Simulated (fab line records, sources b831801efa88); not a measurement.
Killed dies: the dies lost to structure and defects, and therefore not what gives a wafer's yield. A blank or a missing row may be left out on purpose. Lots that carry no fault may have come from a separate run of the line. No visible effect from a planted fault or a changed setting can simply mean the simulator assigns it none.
8D (eight disciplines) problem report, filled in by code / flow sky130 / the parts of the form that need people (team, actions taken, sign-off) are left out

## 1. PROBLEM STATEMENT
At SKY_POLY_CUT_ETCH_11, oes_product_au averages 0.905 a.u. over 3 wafers from 2 lots, while fault-free wafers read 0.830 a.u., standard deviation 0.0068. Relative to the usual mean, that is a shift of +11 standard deviations.
The step: etches Si3N4 in CF4/CH2F2/Ar, stops on poly-Si, time 42.5 s, target depth 60 nm.
Earliest sighting: wafer L701.4 on rie_diel-02 at day 27 21:50. The record has a number at this step for 36 wafers belonging to 12 lots. Rule for "out", or "out of limits": more than 4 standard deviations from the usual mean. The rest of the wafers with a number are treated as sound.

## 2. WHAT THIS IS AND IS NOT
question=which readings at this step | is=oes_product_au, run_length_s | is not=ch2f2_flow_sccm, drypump_motor_current_A, throttle_valve_pct
question=which lots | is=L701, L705 | is not=L696, L697, L698, L699, L700, L702, L710, L712, L713, L714
question=which wafers of those lots | is=L701.4, L701.5, L705.4 | is not=L701.3, L705.3, L705.6
question=read on which tools | is=rie_diel-02 | is not=rie_diel-01, rie_diel-04
question=when | is=from day 27 21:50 | is not=up to then (16 sound wafers); but 17 sound wafers of L702, L705, L710, L712, L713, L714 came after

## 3. WHAT RULES OUT EACH SUSPECT
Counting: any tool at a process step up to the reading remains a suspect provided it ran every lot that is out. Sound lots after the first of them don't rule it out here, since some wafers of a struck lot are sound.
- rie_diel-03 at SKY_SPACER_ETCHBACK_02 (etches Si3N4 in CH3F/O2, stops on SiO2, time 46.7 s, target depth 45 nm): kept. Ran every lot that is out, first one L701 (day 26 16:34); last sound lot up to then L700 (day 26 07:14).
- rie_diel-02 at SKY_POLY_CUT_ETCH_11 (etches Si3N4 in CF4/CH2F2/Ar, stops on poly-Si, time 42.5 s, target depth 60 nm): kept. Ran every lot that is out, first one L701 (day 27 21:50); last sound lot up to then L698 (day 26 19:29). Its own readings are out on those wafers: oes_product_au, run_length_s.
- At SKY_POLY_CUT_ETCH_11, inside rie_diel-02: chamber 2 took the wafers that are out, while their sound lot-mates went through chambers 0, 3.
What counting leaves: rie_diel-03 at SKY_SPACER_ETCHBACK_02 and rie_diel-02 at SKY_POLY_CUT_ETCH_11.

## 4. THE CAUSE (what the simulator had put in)
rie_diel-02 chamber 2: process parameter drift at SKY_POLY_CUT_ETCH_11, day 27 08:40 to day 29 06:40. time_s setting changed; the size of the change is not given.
Counting left 2 suspects, and this tool is among them.

## 5. THE EFFECT CHAIN, in route order
One row per reading whose mean, taken over the struck wafers that have a number, lies over 3 standard deviations from the usual. Only readings for which the record gives a usual standard deviation are gone through. hours: the time from each lot's start at the first step in this table that gives one to its start at this step, as a median over the lots. sigmas: the change in usual standard deviations.
hours=0; step=SKY_POLY_CUT_ETCH_11; reading=oes_product_au; usual=0.830 a.u.; on struck wafers=0.905; change=+0.075; sigmas=+11
hours=0; step=SKY_POLY_CUT_ETCH_11; reading=run_length_s; usual=70.8 s; on struck wafers=67.1; change=-3.7; sigmas=-11
Its process steps:
- SKY_POLY_CUT_ETCH_11: etches Si3N4 in CF4/CH2F2/Ar, stops on poly-Si, time 42.5 s, target depth 60 nm.
Later measuring or inspecting steps at which every struck wafer that the step has a row for has a number for every such reading, and none has moved that far: SKY_SD_P_OVL_MEAS_08, SKY_RES_XHIGH_TW_MEAS_09.

## 6. WHAT WOULD HAVE CAUGHT IT SOONER
In this record no reading fell out of limits until day 27 21:50, 13 hours after the fault had begun at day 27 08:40.
